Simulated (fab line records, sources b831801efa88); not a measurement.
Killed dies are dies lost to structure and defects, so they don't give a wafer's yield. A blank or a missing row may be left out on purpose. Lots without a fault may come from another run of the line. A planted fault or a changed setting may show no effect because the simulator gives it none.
Which tool did it? | flow sfq_line | 7 lots, 21 wafers sampled, at 4 steps of a route of 325

WHAT THE GAUGES READ, wafer by wafer
SFQ_JJ_OVL_MEAS_931.
lot  | measured     | on         | J5_OVL (nm)
L108 | day 38 03:59 | overlay-01 | -1 -1 -1
L111 | day 39 16:56 | overlay-01 | 4 2 14
L117 | day 48 01:44 | overlay-01 | -5 -3 -3
L121 | day 59 20:42 | overlay-01 | 7 1 9
L123 | day 60 01:33 | overlay-02 | 17 16 13
L128 | day 60 16:49 | overlay-02 | 1 -3 5
L130 | day 60 19:13 | overlay-02 | 1 -7 -7

WHICH TOOL RAN EACH LOT (tool, then ch and the chambers of the sampled wafers, then the start)
lot  | SFQ_TRILAYER_I3_VIA_STRIP_STRIP_089 | SFQ_TRILAYER_M4_DEP_SPUTTER_091 | SFQ_TRILAYER_I4_VIA_STRIP_STRIP_107
L108 | rie_metal-02 ch 0,1, day 36 13:02   | pvd_sputter-04, day 36 13:38    | rie_metal-04 ch 0,1, day 37 15:10
L111 | rie_metal-04 ch 0,1, day 37 12:50   | pvd_sputter-03, day 37 13:49    | rie_metal-03 ch 0,1, day 39 04:43
L117 | rie_metal-01 ch 0,1, day 39 15:55   | pvd_sputter-06, day 39 16:43    | rie_metal-02 ch 0,1, day 46 12:37
L121 | rie_metal-04 ch 0,1, day 44 20:46   | pvd_sputter-04, day 44 21:34    | rie_metal-04 ch 0,1, day 54 14:05
L123 | rie_metal-01 ch 0,1, day 45 04:38   | pvd_sputter-04, day 45 05:27    | rie_metal-02 ch 0,1, day 54 16:29
L128 | rie_metal-02 ch 0, day 45 19:10     | pvd_sputter-06, day 45 20:34    | rie_metal-03 ch 0,1, day 55 02:13
L130 | rie_metal-04 ch 0,1, day 50 03:19   | pvd_sputter-03, day 50 04:07    | rie_metal-04 ch 1, day 55 06:41
- SFQ_TRILAYER_I3_VIA_STRIP_STRIP_089: strips in O2.
- SFQ_TRILAYER_M4_DEP_SPUTTER_091: material Nb, target thk 200 nm, time 133.3 s.
- SFQ_TRILAYER_I4_VIA_STRIP_STRIP_107: strips in O2.

THE ANSWER, worked out from the rows above alone
Rule: what is usual is taken from the lots themselves. Put in order of their means at a reading, lots are off if they are a third of the lots or fewer, leave a main group of 4 or more, and stand apart from it by a gap of 3 or more times the standard deviation of the main group's means; of several such gaps the widest counts. A main group whose means are all the same, to the digits that the tables above print for the reading, isn't used. A lot without any number at a reading at which 4 lots or more have one is off too. The other lots that the step has rows for count as sound.
No lot is off at any reading shown: from this, nothing can be told.

WHAT THE SIMULATOR HAD PUT IN
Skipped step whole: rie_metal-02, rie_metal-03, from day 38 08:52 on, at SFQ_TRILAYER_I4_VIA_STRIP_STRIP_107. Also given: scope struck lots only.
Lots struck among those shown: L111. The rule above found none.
